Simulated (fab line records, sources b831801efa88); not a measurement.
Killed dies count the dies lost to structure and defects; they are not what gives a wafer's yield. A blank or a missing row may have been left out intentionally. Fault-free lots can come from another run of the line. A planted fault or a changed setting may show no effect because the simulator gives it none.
Chamber matching + flow gf180mcu + 4 sister chambers for GF_V2_CMP_26 on cmp-02
The step polishes, stops on SiO2, t overpolish 15 s, target thk 0 nm. 8 wafers are shown with their chamber, then 8 later ones without.

== WAFERS WITH THEIR CHAMBER ==
| wafer  | chamber | motor-current-A (A) | overpolish-run-s (s) |
|--------|---------|---------------------|----------------------|
| L604.1 | 0       | 11.0                | 15.014               |
| L605.3 | 1       | 11.2                | 15.005               |
| L605.5 | 0       | 10.6                | 15.001               |
| L606.6 | 1       | 11.4                | 14.999               |
| L608.1 | 2       | 9.3                 | 15.008               |
| L608.4 | 3       | 12.1                | 15.010               |
| L608.6 | 2       | 9.7                 | 15.006               |
| L609.1 | 3       | 11.9                | 14.999               |

== WAFERS WHOSE CHAMBER IS MISSING ==
| wafer  | motor-current-A (A) | overpolish-run-s (s) |
|--------|---------------------|----------------------|
| L609.2 | 11.5                | 15.004               |
| L609.4 | 10.9                | 14.991               |
| L610.3 | 9.0                 | 14.993               |
| L610.5 | 9.4                 | 14.998               |
| L610.6 | 11.1                | 14.993               |
| L624.3 | 11.2                | 14.998               |
| L624.4 | 9.6                 | 14.994               |
| L624.6 | 11.1                | 14.990               |

== WHICH CHAMBER EACH ONE RAN IN ==
| wafer  | from the rows above     | in truth |
|--------|-------------------------|----------|
| L609.2 | can't be placed: 1 or 3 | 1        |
| L609.4 | can't be placed: 1 or 0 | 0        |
| L610.3 | 2                       | 2        |
| L610.5 | 2                       | 2        |
| L610.6 | can't be placed: 1 or 0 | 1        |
| L624.3 | can't be placed: 1 or 0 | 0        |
| L624.4 | 2                       | 2        |
| L624.6 | can't be placed: 1 or 0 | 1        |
Correct placement for 3 of the 8. From these rows, 5 cannot be placed; in 5 the true chamber is one of the candidates. 0 placed wrongly.
How it was worked out, from the rows above alone: a wafer's distance from a chamber is the root of the sum, over the readings, of the square of ((its reading less the chamber's mean) divided by the reading's scatter). The wafer belongs to the nearest chamber; if the next one is less than 2 further off, it can't be placed. A chamber's mean is the mean of its shown wafers. The scatter is the square root of a quotient: the sum, over the shown wafers, of each reading's squared deviation from its chamber's mean, divided by wafers minus chambers.
